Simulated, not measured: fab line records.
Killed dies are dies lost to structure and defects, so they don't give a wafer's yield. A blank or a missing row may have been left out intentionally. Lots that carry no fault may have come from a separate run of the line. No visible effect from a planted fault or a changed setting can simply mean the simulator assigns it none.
Struck lot and sound lot, side by side | flow sky130 | 18 steps out of a route of 708
Sound: these wafers, L767.1, L767.3, L767.5. Wafers L771.1, L771.3, L771.6 were the ones struck. At the end, the cause is stated.
Each step with rows lists, per side, the tool, then ch with its chambers, then its first start. Under that, the readings that differ: sound wafers | struck wafers | difference of the means | sigmas: that difference in standard deviations of wafers without a fault.
alike: same words and numbers on both sides, and readings whose means sit less than 2 such deviations apart. not compared: any withheld reading, any reading some wafer has no value for, any bound like >300 that may hide the same value, and any number with overlapping values for which the record gives no deviation.
Wherever a step has rows on one side only, a row that says differs or no value, or a row with sigmas, the two part there. When numbers do not overlap yet have no deviation, they are printed without sigmas and do not part them. A reading missing from all wafers of one side parts the sides only when that side holds two or more wafers.

first, 5 steps without rows for these wafers: SKY_SD_N_COAT_02 (resist thk 1140 nm); SKY_SD_N_SOFTBAKE_03 (time 60 s); SKY_SD_N_EXPOSE_04 (exposes mask NSDM, target cd 380 nm); SKY_SD_N_PEB_05; SKY_SD_N_DEVELOP_06 (develop time 60 s).
SKY_SD_N_CD_MEAS_07 targets a cd of 380 nm.
  sound on cd-sem-01 at day 30 13:57; struck on cd-sem-02 at day 32 01:43
  alike: cd-nm
SKY_SD_N_OVL_MEAS_08:
  sound on overlay-01 at day 30 14:04; struck on overlay-02 at day 32 01:50
  alike: SD_N_OVL
then, 2 steps without rows for these wafers: SKY_SD_N_IMPLANT_09; SKY_SD_N_IMPLANT_10.
SKY_SD_N_STRIP_11: strips in O2/N2.
  sound on plasma-asher-01 ch 0,1, day 30 14:25; struck on plasma-asher-04 ch 0, day 32 02:10
  alike: drypump-motor-current-A, oes-product-au, strip-time-to-endpoint-s
  not compared: rf-hours-counter-h
SKY_SD_N_TW_MEAS_12:
  sound on film-metro-01 at day 30 14:31; struck on film-metro-01 at day 32 02:16
  alike: SD_N_TW
then, 1 step without rows for these wafers: SKY_SD_N_CLEAN_13 (cleans in SC1/SC2, time 150 s).
SKY_SD_N_RTA_14: time 2 s.
  sound on rtp-anneal-02 ch 0, day 30 14:37; struck on rtp-anneal-01 ch 0, day 32 02:22
  reading            | sound                | struck               | difference | sigmas
  lamp-power-pct (%) | 15.72 15.75 15.73    | 16.76 16.79 16.88    | +1.08      | +20
  wafer_temp_C_max   | 1077.8 1079.7 1078.9 | 1123.0 1120.3 1122.0 | +43.0      | +31
  alike: chamber-o2-ppm
SKY_SD_N_RS_MEAS_16: measures by four-point-probe.
  sound on film-metro-01 at day 30 14:47; struck on film-metro-02 at day 32 02:33
  reading          | sound             | struck            | difference | sigmas
  SD_N_RS (ohm/sq) | 68.54 68.76 68.70 | 60.55 60.51 60.60 | -8.11      | -74
SKY_SD_N_RS_MEAS_17: measures by four-point-probe.
  sound on film-metro-01 at day 30 14:55; struck on film-metro-02 at day 32 02:40
  reading          | sound             | struck            | difference | sigmas
  SD_P_RS (ohm/sq) | 146.9 147.5 147.6 | 108.0 107.6 108.3 | -39.4      | -99 or more
SKY_SD_N_RS_MEAS_18: measures by four-point-probe.
  sound on film-metro-01 at day 30 15:02; struck on film-metro-02 at day 32 02:47
  reading               | sound             | struck            | difference | sigmas
  RES_XHIGH_RS (ohm/sq) | 333.7 334.6 334.2 | 330.1 330.1 331.1 | -3.7       | -3
then, 1 step without rows for these wafers: SKY_SALICIDE_CLEAN_00 (cleans in HF-last, time 30 s).
-- the record jumps here: 17 days lie between the struck wafers' starts before and after (it left off in module SALICIDE and takes up again in module PAD_OPEN, whose first step shown is number 708 of the route) --
SKY_PAD_OPEN_PROBE_99:
  sound on prober-02 at day 47 20:20; struck on prober-01 at day 48 21:05
  reading                                | sound             | struck            | difference | sigmas
  model.etest.res-xhigh-po.line-ohm-um   | 5689 5500 5572    | 3950 3964 3886    | -1654      |
  model.etest.res-xhigh-po.rs-ohm-sq     | 2003 1931 1963    | 1377 1397 1369    | -585       |
  model.etest.pfet_01v8.r-on-ohm-um      | 2868 2896 2837    | 2374 2394 2364    | -490       |
  model.etest.res-pdiff.line-ohm-um      | 1395 1386 1353    | 1062 1060 1066    | -315       |
  model.etest.pfet-g5v0d10v5.r-on-ohm-um | 4814 4828 4763    | 4522 4498 4596    | -263       |
  model.etest.res-high-po.line-ohm-um    | 751 716.4 747.7   | 548 565.9 561     | -180       |
  model.etest.licon-high-po.rc-ohm       | 343.7 334.9 350   | 221.5 222.1 230.9 | -118.0     |
  model.etest.res-ndiff.line-ohm-um      | 767.6 770.5 741.6 | 667 661.8 668.8   | -94        |
  alike: killed_at_M0_to_M3, killed_at_M4_up, killed-at-contacts, killed-at-front-end, killed-at-other, killed-dies, killed-open, killed-short

== WHERE THEY PART ==
Last at SKY_SD_N_RS_MEAS_18 as far as this record goes, first at SKY_SD_N_RTA_14. Later steps at which nothing parts them and some readings are alike: SKY_PAD_OPEN_PROBE_99.

WHY: what the simulator had put in
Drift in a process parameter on rtp-anneal-01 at SKY_SD_N_RTA_14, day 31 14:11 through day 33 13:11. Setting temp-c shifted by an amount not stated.
